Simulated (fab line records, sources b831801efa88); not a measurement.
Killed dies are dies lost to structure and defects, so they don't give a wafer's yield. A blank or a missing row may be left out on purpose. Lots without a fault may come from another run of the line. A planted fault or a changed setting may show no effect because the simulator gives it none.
fab line records | flow sky130
record lots=6 wafers=18 last_day=51
route steps=708 shown SONOS_ONO@186 GATE_OXIDE@187 POLY_GATE@204 RES_PROTECT@206 LI_CONTACT@376 PAD_OPEN@708
lots that met no fault: from a run of the same line without faults
start_h: hours from the record's first day to the start of the lot's first wafer shown | wait_h: hours since the lot's step before | " the same as in the row above | L1.1+2: a row that stands for several wafers | - no value, or no start given | * or withheld: withheld | < > ~ a bound
route shown NAME@n: a module of which the file shows steps, and the number in the route of the first | usual: mean/standard deviation of fault-free wafers | same: alike in all rows | chamber/n: place in a boat | sites: the reading at each site | _std_site: their standard deviation | _edge_site: outer sites' mean less inner sites' | radius_mm: how far each site lies from the wafer's centre | mask NAME#n: copy n | behind: the tool/chamber that last shaped the wafer | hold: why the lot was held/for how many hours/how that ended | device: the transistor (n, p or np) that didn't switch | end of line: the same wafers' tests at the end of the route | a step without rows: its recipe alone | killed: dies lost to structure and defects at the first sort, not the wafer's yield | map: a wafer's dies, x killed, . not, _ none there
set.NAME: the setting as run; set.NAME@STEP: as run at that earlier step | model.NAME: the simulator's own value behind a step, which no gauge read
lots at some steps of the route; a table a step, a row a wafer
services: from which hour (start_h, from the record's first day; less than 0 if before it) a tool's chamber was out of use, for how many hours, and why
## steps
# step SKY_SONOS_ONO_WET_ETCH_18
# recipe chemistry=H3PO4 target_depth_nm=15 target=Si3N4 temp_c=160 time_s=172
# step SKY_GATE_OXIDE_CLEAN_00
# recipe chemistry=SC1/SC2 mix=1:4:20 temp_c=70 time_s=150 dry=n2_spin
# step SKY_GATE_OXIDE_OXIDATION_01
# recipe temp_c=900 ambient=O2 stabilise_s=600 purge_s=300 target_thk_a=102.68 ox_time_s=1473
# step SKY_GATE_OXIDE_THK_MEAS_02
# recipe reads=SiO2_of_GATE_OXIDE_OXIDATION_01
# usual GATE_OXIDE_OXIDATION_00_THK=10.26/0.19
# columns lot.wafer tool chamber start_h wait_h GATE_OXIDE_OXIDATION_00_THK[nm]
L845.2 film_metro-02 - 339.55 0.0 10.00
L845.4 " - " " 10.19
L845.5 " - " " 10.04
L848.1 film_metro-04 - 368.79 0.0 10.01
L848.4 " - " " 10.13
L848.5 " - " " 10.06
L854.1 film_metro-01 - 415.61 0.0 10.40
L854.5 " - " " 10.36
L854.6 " - " " 10.55
L855.3 film_metro-04 - 422.82 0.0 10.14
L855.4 " - " " 10.12
L855.5 " - " " 10.21
L860.3 film_metro-04 - 467.47 0.0 10.11
L860.4 " - " " 10.11
L860.6 " - " " 10.33
L862.1 film_metro-01 - 485.59 0.0 10.47
L862.4 " - " " 10.26
L862.6 " - " " 10.37
# step SKY_GATE_OXIDE_DEHYDRATE_03
# recipe temp_c=200 time_s=60
# step SKY_GATE_OXIDE_HMDS_04
# recipe prime_time_s=60 prime_temp_c=120
# step SKY_GATE_OXIDE_COAT_05
# recipe resist=NOVOLAK spin_rpm=3000 resist_thk_nm=1140
# step SKY_GATE_OXIDE_SOFTBAKE_06
# recipe temp_c=90 time_s=60 resist=NOVOLAK
# step SKY_GATE_OXIDE_EXPOSE_07
# recipe mask_id=LVOM na=0.6 source_shape=conventional sigma_outer=0.6 polarization=unpolarized target_cd_nm=600 dose_mj=170
# step SKY_GATE_OXIDE_PEB_08
# recipe temp_c=withheld time_s=* resist=NOVOLAK
# step SKY_GATE_OXIDE_DEVELOP_09
# recipe resist=NOVOLAK developer=TMAH develop_time_s=60 dev_temp_c=23
# step SKY_GATE_OXIDE_OVL_MEAS_10
# usual GATE_OXIDE_OVL=-1.7/1.4
# columns lot.wafer tool chamber start_h wait_h GATE_OXIDE_OVL[nm]
L845.2 overlay-01 - 366.67 0.1 -2.7
L845.4 " - " " -2.7
L845.5 " - " " -4.1
L848.1 overlay-02 - 396.82 0.1 -3.0
L848.4 " - " " -0.8
L848.5 " - " " -1.4
L854.1 overlay-02 - 446.02 0.1 -1.1
L854.5 " - " " 0.0
L854.6 " - " " 1.1
L855.3 overlay-01 - 452.99 0.1 0.4
L855.4 " - " " 0.5
L855.5 " - " " -1.1
L860.3 overlay-02 - 498.59 0.1 1.4
L860.4 " - " " 0.2
L860.6 " - " " -1.0
L862.1 overlay-01 - 516.22 0.1 -3.5
L862.4 " - " " -2.0
L862.6 " - " " -3.4
# step SKY_GATE_OXIDE_IMPLANT_11
# recipe species=B energy_kev=10 dose_cm2=2.6e+12 tilt_deg=withheld
# usual dose_ions_cm2=2.6e+12/3.3e+09 faraday_current_uA=14.6/0.31
# columns lot.wafer tool chamber start_h wait_h dose_ions_cm2 faraday_current_uA
L845.2 implanter-02 0 366.73 0.0 2.598e+12 14.5
L845.4 " 0 " " 2.595e+12 14.6
L845.5 " 0 " " 2.597e+12 14.4
L848.1 implanter-04 0 396.86 0.0 2.603e+12 14.7
L848.4 " 0 " " 2.6e+12 14.5
L848.5 " 0 " " 2.6e+12 14.7
L854.1 implanter-04 0 446.05 0.0 1.824e+12 10.3
L854.5 " 0 " " 1.82e+12 10.5
L854.6 " 0 " " 1.823e+12 11.0
L855.3 implanter-04 0 453.07 0.1 1.835e+12 10.6
L855.4 " 0 " " 1.827e+12 10.7
L855.5 " 0 " " 1.828e+12 10.0
L860.3 implanter-01 0 498.67 0.1 2.601e+12 14.4
L860.4 " 0 " " 2.6e+12 14.4
L860.6 " 0 " " 2.601e+12 14.8
L862.1 implanter-01 0 516.25 0.0 2.601e+12 14.8
L862.4 " 0 " " 2.601e+12 14.1
L862.6 " 0 " " 2.609e+12 14.7
# step SKY_GATE_OXIDE_WET_ETCH_12
# recipe chemistry=dHF target_depth_nm=16.8 dry=n2_spin target=SiO2 dilution=100:1 temp_c=25 time_s=336
# step SKY_GATE_OXIDE_STRIP_13
# recipe chemistry=O2/N2 power_w=1400 pressure_mtorr=1500 platen_temp_c=withheld o2_flow_sccm=3000 n2_flow_sccm=300 overash_fraction=0.5
# usual drypump_motor_current_A=5.6/0.39 o2_flow_sccm=3001/9.2 oes_product_au=0.716/0.0045 strip_time_to_endpoint_s=14.18/0.034
# columns lot.wafer tool chamber start_h wait_h drypump_motor_current_A o2_flow_sccm oes_product_au rf_hours_counter_h strip_time_to_endpoint_s
L845.2 plasma_asher-04 0 366.96 0.0 5.6 2990 0.717 64 14.21
L845.4 " 1 " " 5.3 3018 0.708 - 14.21
L845.5 " 0 " " 5.7 2995 0.709 - 14.22
L848.1 plasma_asher-04 1 397.41 0.0 5.3 2989 0.714 67 14.20
L848.4 " 1 " " 5.3 2998 0.706 - 14.21
L848.5 " 1 " " 5.4 2996 0.713 - 14.23
L854.1 plasma_asher-02 0 446.30 0.0 6.0 3001 0.717 31 14.21
L854.5 " 1 " " 4.9 3010 0.723 - 14.20
L854.6 " 0 " " 6.0 2995 0.717 - 14.19
L855.3 plasma_asher-04 0 453.30 0.0 5.6 3013 0.717 - 14.15
L855.4 " 1 " " 5.4 3001 0.716 - 14.13
L855.5 " 1 " " 5.3 3006 0.718 - 14.18
L860.3 plasma_asher-01 1 498.90 0.0 6.2 3004 0.714 - 14.18
L860.4 " 0 " " 5.5 3032 0.713 - 14.19
L860.6 " 1 " " 6.2 2998 0.714 - 14.24
L862.1 plasma_asher-01 1 516.50 0.0 6.1 2997 0.719 8 14.19
L862.4 " 0 " " 5.5 3008 0.714 - 14.20
L862.6 " 0 " " 5.5 3005 0.717 - 14.15
# step SKY_GATE_OXIDE_TW_MEAS_14
# usual GATE_OXIDE_TW=225.0/0.87
# columns lot.wafer tool chamber start_h wait_h GATE_OXIDE_TW
L845.2 film_metro-04 - 367.07 0.1 224.6
L845.4 " - " " 224.6
L845.5 " - " " 223.9
L848.1 film_metro-04 - 397.51 0.1 225.7
L848.4 " - " " 227.0
L848.5 " - " " 227.1
L854.1 film_metro-01 - 446.40 0.1 203.4
L854.5 " - " " 203.3
L854.6 " - " " 203.4
L855.3 film_metro-04 - 453.39 0.1 203.0
L855.4 " - " " 203.8
L855.5 " - " " 202.9
L860.3 film_metro-01 - 498.99 0.1 225.1
L860.4 " - " " 225.9
L860.6 " - " " 225.7
L862.1 film_metro-01 - 516.60 0.1 224.2
L862.4 " - " " 225.0
L862.6 " - " " 225.6
# step SKY_GATE_OXIDE_CLEAN_15
# recipe chemistry=SC1/SC2 mix=1:4:20 temp_c=70 time_s=150 dry=n2_spin
# step SKY_GATE_OXIDE_OXIDATION_16
# recipe temp_c=800 ambient=O2 idle_temp_c=700 ramp_up_c_per_min=10 ramp_down_c_per_min=3 stabilise_s=600 purge_s=300 target_thk_a=35.7 ox_time_s=1915
# step SKY_POLY_GATE_CVD_00
# recipe material=poly-Si target_thk_nm=180 temp_c=620 time_s=720 pressure_mtorr=200
# step SKY_POLY_GATE_THK_MEAS_01
# recipe reads=poly-Si_of_POLY_GATE_CVD_00
# usual POLY_GATE_CVD_00_THK=179.0/1.6
# columns lot.wafer tool chamber start_h wait_h POLY_GATE_CVD_00_THK[nm]
L845.2 film_metro-02 - 371.54 0.0 180.6
L845.4 " - " " 178.5
L845.5 " - " " 180.8
L848.1 film_metro-03 - 402.10 0.0 179.6
L848.4 " - " " 179.0
L848.5 " - " " 178.0
L854.1 film_metro-02 - 449.94 0.0 176.7
L854.5 " - " " 178.3
L854.6 " - " " 177.6
L855.3 film_metro-03 - 456.23 0.0 178.7
L855.4 " - " " 177.4
L855.5 " - " " 176.9
L860.3 film_metro-01 - 501.96 0.0 178.9
L860.4 " - " " 178.5
L860.6 " - " " 178.5
L862.1 film_metro-01 - 520.05 0.0 182.3
L862.4 " - " " 182.4
L862.6 " - " " 180.3
# step SKY_RES_PROTECT_DEHYDRATE_00
# recipe temp_c=200 time_s=60
# step SKY_RES_PROTECT_HMDS_01
# recipe prime_time_s=60 prime_temp_c=120
# step SKY_RES_PROTECT_COAT_02
# recipe resist=NOVOLAK spin_rpm=3000 resist_thk_nm=1140
# step SKY_RES_PROTECT_SOFTBAKE_03
# recipe temp_c=90 time_s=60 resist=NOVOLAK
# step SKY_RES_PROTECT_EXPOSE_04
# recipe mask_id=RPM na=0.6 source_shape=conventional sigma_outer=0.6 polarization=unpolarized target_cd_nm=1270 dose_mj=131
# step SKY_RES_PROTECT_PEB_05
# recipe temp_c=withheld time_s=* resist=NOVOLAK
# step SKY_RES_PROTECT_DEVELOP_06
# recipe resist=NOVOLAK developer=TMAH develop_time_s=60 dev_temp_c=23
# step SKY_POLY_GATE_IMPLANT_02
# recipe species=P energy_kev=30 dose_cm2=7.7e+15 tilt_deg=0
# step SKY_RES_PROTECT_STRIP_07
# recipe chemistry=O2/N2 power_w=1400 pressure_mtorr=1500 platen_temp_c=withheld o2_flow_sccm=3000 n2_flow_sccm=300 overash_fraction=0.5
# usual drypump_motor_current_A=5.67/0.28 o2_flow_sccm=2999/9 oes_product_au=0.517/0.0045 strip_time_to_endpoint_s=23.29/0.039
# columns lot.wafer tool chamber start_h wait_h drypump_motor_current_A o2_flow_sccm oes_product_au rf_hours_counter_h strip_time_to_endpoint_s
L845.2 plasma_asher-01 1 400.07 0.1 6.10 2978 0.516 69 23.35
L845.4 " 0 " " 5.50 3015 0.524 - 23.32
L845.5 " 1 " " 6.12 2985 0.522 - 23.34
L848.1 plasma_asher-03 1 432.17 0.1 5.94 3007 0.514 64 23.31
L848.4 " 1 " " 5.95 3001 0.520 - 23.38
L848.5 " 1 " " 5.97 3010 0.519 - 23.35
L854.1 plasma_asher-04 0 480.38 0.1 5.64 3005 0.529 75 23.30
L854.5 " 0 " " 5.67 2993 0.516 - 23.33
L854.6 " 1 " " 5.31 3009 0.517 - 23.31
L855.3 plasma_asher-01 1 487.20 0.1 6.09 3004 0.518 - 23.23
L855.4 " 0 " " 5.50 2992 0.514 - 23.24
L855.5 " 0 " " 5.50 2995 0.515 - 23.24
L860.3 plasma_asher-04 1 531.76 0.1 5.32 2999 0.512 - 23.28
L860.4 " 0 " " 5.68 2995 0.512 - 23.29
L860.6 " 0 " " 5.66 3004 0.519 - 23.28
L862.1 plasma_asher-01 1 549.82 0.1 6.14 2975 0.516 11 23.30
L862.4 " 0 " " 5.48 3012 0.513 - 23.27
L862.6 " 0 " " 5.48 3013 0.523 - 23.31
# step SKY_RES_PROTECT_TW_MEAS_08
# usual POLY_GATE_TW=4065/24
# columns lot.wafer tool chamber start_h wait_h POLY_GATE_TW
L845.2 film_metro-03 - 400.18 0.1 4118
L845.4 " - " " 4075
L845.5 " - " " 4094
L848.1 film_metro-04 - 432.27 0.1 4053
L848.4 " - " " 4040
L848.5 " - " " 4033
L854.1 film_metro-04 - 480.48 0.1 4049
L854.5 " - " " 4071
L854.6 " - " " 4048
L855.3 film_metro-01 - 487.29 0.1 4028
L855.4 " - " " 4053
L855.5 " - " " 4073
L860.3 film_metro-01 - 531.85 0.1 4036
L860.4 " - " " 4094
L860.6 " - " " 4068
L862.1 film_metro-03 - 549.92 0.1 4097
L862.4 " - " " 4081
L862.6 " - " " 4104
# step SKY_RES_PROTECT_CLEAN_09
# recipe chemistry=SC1/SC2 mix=1:4:20 temp_c=70 time_s=150 dry=n2_spin
# step SKY_POLY_GATE_CVD_03
# recipe material=Si3N4 precursor=DCS/NH3 target_thk_nm=75 temp_c=770 time_s=1290 pressure_mtorr=250
# step SKY_POLY_GATE_THK_MEAS_04
# recipe reads=Si3N4_of_POLY_GATE_CVD_03
# usual POLY_GATE_CVD_03_THK=74.7/0.61
# columns lot.wafer tool chamber start_h wait_h POLY_GATE_CVD_03_THK[nm]
L845.2 film_metro-02 - 403.72 0.0 74.5
L845.4 " - " " 74.1
L845.5 " - " " 75.1
L848.1 film_metro-01 - 435.33 0.0 74.0
L848.4 " - " " 74.0
L848.5 " - " " 73.8
L854.1 film_metro-01 - 481.95 0.0 74.9
L854.5 " - " " 74.6
L854.6 " - " " 74.4
L855.3 film_metro-02 - 488.76 0.0 74.1
L855.4 " - " " 74.6
L855.5 " - " " 74.5
L860.3 film_metro-02 - 533.32 0.0 75.2
L860.4 " - " " 75.0
L860.6 " - " " 74.2
L862.1 film_metro-03 - 552.02 0.0 74.5
L862.4 " - " " 74.6
L862.6 " - " " 75.3
# step SKY_POLY_GATE_DEHYDRATE_05
# recipe temp_c=200 time_s=60
# step SKY_POLY_GATE_HMDS_06
# recipe prime_time_s=60 prime_temp_c=120
# step SKY_POLY_GATE_COAT_07
# recipe resist=BARC temp_c=withheld time_s=withheld spin_rpm=3000 resist_thk_nm=110
# step SKY_POLY_GATE_COAT_08
# recipe resist=KrF-thick spin_rpm=3000 resist_thk_nm=450
# step SKY_POLY_GATE_SOFTBAKE_09
# recipe temp_c=100 time_s=90 resist=KrF-thick
# step SKY_POLY_GATE_EXPOSE_10
# recipe mask_id=P1M na=0.68 source_shape=conventional sigma_outer=0.6 target_cd_nm=150 dose_mj=28
# step SKY_POLY_GATE_PEB_11
# recipe peb_temp_c=withheld peb_time_s=withheld resist=KrF-thick
# step SKY_POLY_GATE_DEVELOP_12
# recipe develop_time_s=60 resist=KrF-thick dev_temp_c=21
# step SKY_POLY_GATE_CD_MEAS_13
# recipe target_cd_nm=150
# usual cd_nm=150.3/1.5
# columns lot.wafer tool chamber start_h wait_h cd_nm
L845.2 cd_sem-01 - 434.33 - 151.1
L845.4 " - " " 151.7
L845.5 " - " " 150.2
L848.1 cd_sem-01 - 466.63 - 151.7
L848.4 " - " " 150.0
L848.5 " - " " 150.6
L854.1 cd_sem-02 - 512.99 - 150.1
L854.5 " - " " 150.8
L854.6 " - " " 150.8
L855.3 cd_sem-01 - 519.50 - 150.9
L855.4 " - " " 152.4
L855.5 " - " " 150.8
L860.3 cd_sem-01 - 563.21 - 152.6
L860.4 " - " " 151.3
L860.6 " - " " 154.5
L862.1 cd_sem-01 - 581.31 - 149.5
L862.4 " - " " 149.6
L862.6 " - " " 148.4
# step SKY_LI_CONTACT_ETCH_14
# recipe chemistry=N2/H2 target=BARC ion_energy_ev=200 source_w=500 bias_w=100 pressure_mtorr=30 n2_flow_sccm=100 h2_flow_sccm=200 stop_on=SiO2 time_s=45.9 target_depth_a=600
# usual drypump_motor_current_A=5.9/0.58 oes_product_au=0.854/0.0049 throttle_valve_pct=13.226/0.0094
# columns lot.wafer tool chamber start_h wait_h drypump_motor_current_A oes_product_au rf_hours_counter_h throttle_valve_pct model.LI_CONTACT.cd_nm
L845.2 rie_diel-02 3 740.28 0.0 6.6 0.849 17 13.248 171.5
L845.4 " 0 " " 5.5 0.848 6 13.212 173.5
L845.5 " 2 " " 5.9 0.859 - 13.223 172.1
L848.1 rie_diel-02 3 766.54 0.0 6.5 0.858 18 13.248 170.6
L848.4 " 2 " " 5.9 0.858 43 13.235 170.6
L848.5 " 0 " " 5.5 0.857 - 13.222 168.9
L854.1 rie_diel-02 2 808.08 0.0 5.9 0.851 0 13.218 176.8
L854.5 " 1 " " 5.0 0.852 - 13.215 176.8
L854.6 " 0 " " 5.5 0.864 - 13.232 178.7
L855.3 rie_diel-03 1 814.97 0.0 6.5 0.844 9 13.222 171
L855.4 " 0 " " 5.3 0.847 14 13.222 169.4
L855.5 " 1 " " 6.5 0.848 - 13.247 170.2
L860.3 rie_diel-02 3 855.19 0.0 6.6 0.856 21 13.215 166.7
L860.4 " 0 " " 5.5 0.855 10 13.241 166.8
L860.6 " 2 " " 5.9 0.851 - 13.235 165.5
L862.1 rie_diel-04 2 869.52 0.0 6.3 0.847 3 13.223 171.1
L862.4 " 1 " " 6.2 0.851 9 13.226 170.5
L862.6 " 3 " " 6.3 0.855 - 13.228 171
# step SKY_LI_CONTACT_ETCH_15
# recipe target=PSG chemistry=C4F8/O2/Ar stop_on=Si taper_deg=4.15 mask_material=KrF-thick source_w=1500 bias_w=1200 pressure_mtorr=40 c4f8_flow_sccm=withheld O2_flow_sccm=6 Ar_flow_sccm=300 time_s=withheld target_depth_a=6000
# usual oes_product_au=0.837/0.0047
# columns lot.wafer tool chamber start_h wait_h oes_product_au model.LI_CONTACT.cd_nm
L845.2 rie_diel-02 3 740.32 0.0 0.849 171.8
L845.4 " 0 " " 0.841 173.4
L845.5 " 2 " " 0.842 172.8
L848.1 rie_diel-02 3 766.58 0.0 0.837 170.2
L848.4 " 2 " " 0.836 171
L848.5 " 0 " " 0.831 168.9
L854.1 rie_diel-02 2 808.12 0.0 0.835 176.8
L854.5 " 1 " " 0.838 177
L854.6 " 0 " " 0.839 178.7
L855.3 rie_diel-03 1 815.02 0.0 0.841 171.3
L855.4 " 0 " " 0.837 169.4
L855.5 " 1 " " 0.836 170.8
L860.3 rie_diel-02 3 855.23 0.0 0.843 166.6
L860.4 " 0 " " 0.842 166.5
L860.6 " 2 " " 0.837 165.7
L862.1 rie_diel-04 2 869.57 0.0 0.837 171.6
L862.4 " 1 " " 0.833 170.3
L862.6 " 3 " " 0.839 171.1
# step SKY_PAD_OPEN_PROBE_99
# usual killed_at_M0_to_M3=44/6.9 killed_at_M4_up=3.1/1.7 killed_at_contacts=25/5.6 killed_at_front_end=14/4.3 killed_at_other=0.3/0.51 killed_dies=86/9.8 killed_open=47/6.5 killed_short=39/6.6
# same gross_dies=492 killed_at_back_side=0
# columns lot.wafer tool chamber start_h wait_h killed_at_M0_to_M3 killed_at_M4_up killed_at_contacts killed_at_front_end killed_at_other killed_dies killed_open killed_short model.etest.tip_p.rs_ohm_sq model.etest.pfet_01v8.r_on_ohm_um model.etest.nfet_01v8_lvt.drive_ua_um model.etest.nfet_01v8.drive_ua_um model.etest.nfet_01v8_turned.drive_ua_um model.etest.nfet_01v8_swapped.drive_ua_um model.etest.nfet_01v8.r_on_ohm_um model.etest.sram_nfet_pass.drive_ua_um
L845.2 prober-02 - 1128.69 0.1 53 5 27 13 0 98 55 43 6890 2867 588.4 511.8 516.8 517 810.2 520.2
L845.4 prober-02 - 1128.79 0.2 55 4 22 12 0 93 46 47 6898 2901 582.6 505 509.1 506.1 827 488.9
L845.5 prober-02 - 1128.84 0.2 45 4 26 14 0 89 50 39 6840 2926 575.8 501.7 506.7 500.1 826.7 498.3
L848.1 prober-01 - 1147.64 0.1 44 3 21 10 0 78 39 39 6912 2939 574.9 500.2 501.5 507.1 829.4 493.9
L848.4 prober-01 - 1147.79 0.2 43 2 19 12 0 76 46 30 6920 2984 575.2 496.8 495.9 495.3 839 479.9
L848.5 prober-01 - 1147.84 0.2 44 0 28 14 1 87 50 37 6962 2977 561.9 485.9 492.6 492.1 852.7 477.5
L854.1 prober-01 - 1177.64 0.1 45 3 22 15 0 85 50 35 7316 3137 626.7 551.8 551.5 548.5 773.5 519.8
L854.5 prober-01 - 1177.84 0.2 27 5 21 14 1 68 43 25 7312 3141 636.9 558.5 561.2 558.1 774.4 529.8
L854.6 prober-01 - 1177.89 0.2 36 3 29 17 1 86 43 43 7360 3078 658.9 575.6 579.7 580.2 748.4 548.4
L855.3 prober-02 - 1181.87 0.2 43 2 34 13 0 92 52 40 7069 3125 618.2 538.2 543.6 542 810.2 534.5
L855.4 prober-02 - 1181.92 0.2 45 6 22 16 0 89 45 44 7084 3159 616.4 537.3 541 536.4 799.4 554.4
L855.5 prober-02 - 1181.97 0.2 47 6 16 13 0 82 42 40 7120 3164 607.1 530.9 531.2 532.2 817.4 540.3
L860.3 prober-01 - 1205.95 0.2 41 4 26 13 0 84 45 39 6892 2917 563.7 502 497.6 501.5 853.2 505.6
L860.4 prober-01 - 1206.00 0.2 39 4 20 19 0 82 43 39 6849 2925 556.8 485.1 492.2 488.9 862.5 480
L860.6 prober-01 - 1206.10 0.2 38 2 22 19 0 81 36 45 6838 2996 565.5 495.9 495.1 495.2 854.4 472.2
L862.1 prober-02 - 1214.53 0.1 51 3 31 20 0 105 56 49 6840 2831 571.2 499.2 503.5 501 835.9 479
L862.4 prober-02 - 1214.68 0.2 47 4 47 15 0 113 64 49 6881 2843 571 498.3 500.6 499.8 837 507.4
L862.6 prober-02 - 1214.78 0.2 45 1 26 12 1 85 46 39 6811 2874 567.4 492.9 497.8 492.8 849.9 481.2
# killed by level:class
L845.2 VIA1:geometric_particle:open=18 CONTACT:geometric_particle:open=13 METAL1:geometric_particle:short=9 CONTACT:geometric_particle:short=8 METAL2:geometric_particle:short=6 VIA2:geometric_particle:open=6 VIA3:geometric_particle:open=4 METAL4:geometric_particle:short=4
L845.4 VIA1:geometric_particle:open=16 METAL1:geometric_particle:short=7 VIA2:geometric_particle:short=6 FIELD_ISO:geometric_particle:short=5 LI_CONTACT:geometric_particle:short=5 METAL1:geometric_particle:open=4 LOCAL_INTERCONNECT:geometric_particle:short=4 CONTACT:geometric_particle:short=4
L845.5 CONTACT:geometric_particle:open=9 LI_CONTACT:geometric_particle:open=8 VIA2:geometric_particle:open=8 VIA1:geometric_particle:open=6 METAL2:geometric_particle:short=6 POLY_GATE:geometric_particle:short=5 CONTACT:geometric_particle:short=5 METAL3:geometric_particle:short=5
L848.1 VIA1:geometric_particle:open=13 METAL1:geometric_particle:short=7 LOCAL_INTERCONNECT:geometric_particle:short=5 CONTACT:geometric_particle:open=5 CONTACT:geometric_particle:short=5 VIA2:geometric_particle:open=5 METAL3:geometric_particle:short=4 VIA3:geometric_particle:open=4
L848.4 VIA3:geometric_particle:open=10 VIA1:geometric_particle:open=9 LI_CONTACT:geometric_particle:open=8 METAL2:geometric_particle:short=6 CONTACT:geometric_particle:open=5 VIA1:geometric_particle:short=4 METAL1:geometric_particle:short=3 METAL2:geometric_particle:open=3
L848.5 CONTACT:geometric_particle:open=13 VIA1:geometric_particle:short=9 VIA1:geometric_particle:open=9 LI_CONTACT:geometric_particle:open=7 VIA3:geometric_particle:open=6 POLY_GATE:geometric_particle:short=5 POLY_GATE:geometric_particle:open=5 VIA2:geometric_particle:open=4
L854.1 VIA1:geometric_particle:open=14 CONTACT:geometric_particle:open=11 VIA3:geometric_particle:open=7 METAL2:geometric_particle:short=7 VIA1:geometric_particle:short=5 FIELD_ISO:geometric_particle:short=4 FIELD_ISO:geometric_particle:open=4 LI_CONTACT:geometric_particle:open=3
L854.5 CONTACT:geometric_particle:open=10 METAL1:geometric_particle:short=7 VIA1:geometric_particle:open=7 FIELD_ISO:geometric_particle:open=6 LI_CONTACT:geometric_particle:open=5 VIA3:geometric_particle:open=5 LI_CONTACT:geometric_particle:short=4 FIELD_ISO:geometric_particle:short=3
L854.6 CONTACT:geometric_particle:open=9 VIA1:geometric_particle:short=9 VIA1:geometric_particle:open=8 FIELD_ISO:geometric_particle:short=7 CONTACT:geometric_particle:short=7 VIA2:geometric_particle:open=7 LI_CONTACT:geometric_particle:short=5 METAL1:geometric_particle:short=5
L855.3 CONTACT:geometric_particle:open=14 VIA1:geometric_particle:open=10 VIA2:geometric_particle:open=9 LI_CONTACT:geometric_particle:short=6 LOCAL_INTERCONNECT:geometric_particle:short=5 METAL2:geometric_particle:short=5 VIA3:geometric_particle:open=4 CONTACT:geometric_particle:short=4
L855.4 VIA1:geometric_particle:open=10 FIELD_ISO:geometric_particle:open=7 VIA1:geometric_particle:short=7 CONTACT:geometric_particle:open=6 POLY_GATE:geometric_particle:short=5 LI_CONTACT:geometric_particle:open=5 METAL1:geometric_particle:short=5 VIA2:geometric_particle:short=5
L855.5 VIA1:geometric_particle:open=10 VIA2:geometric_particle:open=6 VIA3:geometric_particle:open=6 METAL4:geometric_particle:short=6 CONTACT:geometric_particle:short=5 METAL1:geometric_particle:short=5 METAL2:geometric_particle:short=5 METAL3:geometric_particle:short=5
L860.3 VIA2:geometric_particle:open=10 LI_CONTACT:geometric_particle:open=7 CONTACT:geometric_particle:short=7 VIA3:geometric_particle:open=7 VIA1:geometric_particle:open=6 LOCAL_INTERCONNECT:geometric_particle:short=6 CONTACT:geometric_particle:open=6 POLY_GATE:geometric_particle:short=5
L860.4 VIA1:geometric_particle:open=9 CONTACT:geometric_particle:open=8 LI_CONTACT:geometric_particle:open=6 POLY_GATE:geometric_particle:short=5 METAL2:geometric_particle:short=5 LOCAL_INTERCONNECT:geometric_particle:short=4 METAL1:geometric_particle:short=4 VIA1:geometric_particle:short=4
L860.6 METAL1:geometric_particle:short=9 VIA2:geometric_particle:open=8 POLY_GATE:geometric_particle:short=7 LI_CONTACT:geometric_particle:open=7 VIA1:geometric_particle:open=7 LOCAL_INTERCONNECT:geometric_particle:short=6 FIELD_ISO:geometric_particle:short=5 METAL3:geometric_particle:short=5
L862.1 VIA3:geometric_particle:open=15 CONTACT:geometric_particle:open=9 METAL1:geometric_particle:short=8 LI_CONTACT:geometric_particle:open=8 FIELD_ISO:geometric_particle:short=7 CONTACT:geometric_particle:short=7 VIA1:geometric_particle:open=7 METAL2:geometric_particle:short=5
L862.4 VIA1:geometric_particle:open=15 CONTACT:geometric_particle:open=14 LOCAL_INTERCONNECT:geometric_particle:short=11 LI_CONTACT:geometric_particle:open=10 FIELD_ISO:geometric_particle:open=8 VIA3:geometric_particle:open=8 CONTACT:geometric_particle:short=6 LI_CONTACT:geometric_particle:short=5
L862.6 METAL1:geometric_particle:short=12 LI_CONTACT:geometric_particle:open=11 VIA1:geometric_particle:open=10 CONTACT:geometric_particle:open=8 VIA3:geometric_particle:open=8 FIELD_ISO:geometric_particle:short=7 CONTACT:geometric_particle:short=5 FIELD_ISO:geometric_particle:open=4
## services
# columns tool chamber start_h hours kind
rie_diel-02 0 359.53 9.0 repair
plasma_asher-04 - 412.76 2.2 repair
plasma_asher-04 - 419.04 3.4 repair
plasma_asher-01 - 421.25 9.0 pm
plasma_asher-04 - 423.20 0.8 repair
implanter-04 - 435.33 5.9 repair
plasma_asher-04 - 485.10 2.8 pm
rie_diel-02 1 493.51 1.4 repair
plasma_asher-01 - 502.42 0.4 repair
plasma_asher-01 - 502.81 2.8 pm
plasma_asher-04 - 563.32 2.1 repair
rie_diel-02 2 564.81 5.3 repair
implanter-04 - 566.10 7.1 pm
implanter-04 - 599.20 9.2 pm
implanter-04 - 608.38 1.2 repair
implanter-04 - 638.76 2.2 repair
rie_diel-02 0 639.55 5.8 repair
rie_diel-02 3 695.33 5.2 repair
rie_diel-02 0 730.80 3.7 repair
plasma_asher-04 - 733.75 9.0 pm
plasma_asher-01 - 737.01 1.2 repair
plasma_asher-04 - 760.60 1.2 repair
rie_diel-02 - 840.64 1.0 repair
rie_diel-02 2 841.80 5.6 repair
## key
first_sign step=SKY_GATE_OXIDE_IMPLANT_11 reading=dose_ions_cm2 direction=down sigmas=99+ usual=* struck=*
effect step=SKY_GATE_OXIDE_IMPLANT_11 reading=faraday_current_uA direction=down sigmas=13 usual=14.6 struck=10.5
effect step=SKY_GATE_OXIDE_TW_MEAS_14 reading=GATE_OXIDE_TW direction=down sigmas=25 usual=225.0 struck=203.3
model_effect step=SKY_LI_CONTACT_ETCH_14 value=LI_CONTACT.cd_nm without=171.1 struck=173.8
model_effect step=SKY_LI_CONTACT_ETCH_15 value=LI_CONTACT.cd_nm without=171.3 struck=174
model_effect step=SKY_PAD_OPEN_PROBE_99 value=etest.tip_p.rs_ohm_sq without=6838 struck=7210
met_at SKY_GATE_OXIDE_IMPLANT_11
struck_wafers L854.1,L854.5,L854.6,L855.3,L855.4,L855.5
tester_left_out L854,L855
loop_trim step=SKY_LI_CONTACT_EXPOSE_09 setting=dose lots=L854
onset_between 396.86 446.05
fault kind=process_parameter_drift tool=implanter-04 chamber=- onset_h=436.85 steps=SKY_GATE_OXIDE_IMPLANT_11 channel=dose_cm2 offset=* shape=step end_h=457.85 acts_in=* stated=*
# tester_left_out: of these lots the tester's yield and bins aren't shown, on N5 and GAA mostly nor the transistor test; their killed dies are dies lost to structure and defects alone, not to doping, threshold or leakage, so they don't give the yield
# loop_trim: a control loop set the setting to another value than it would have without faults
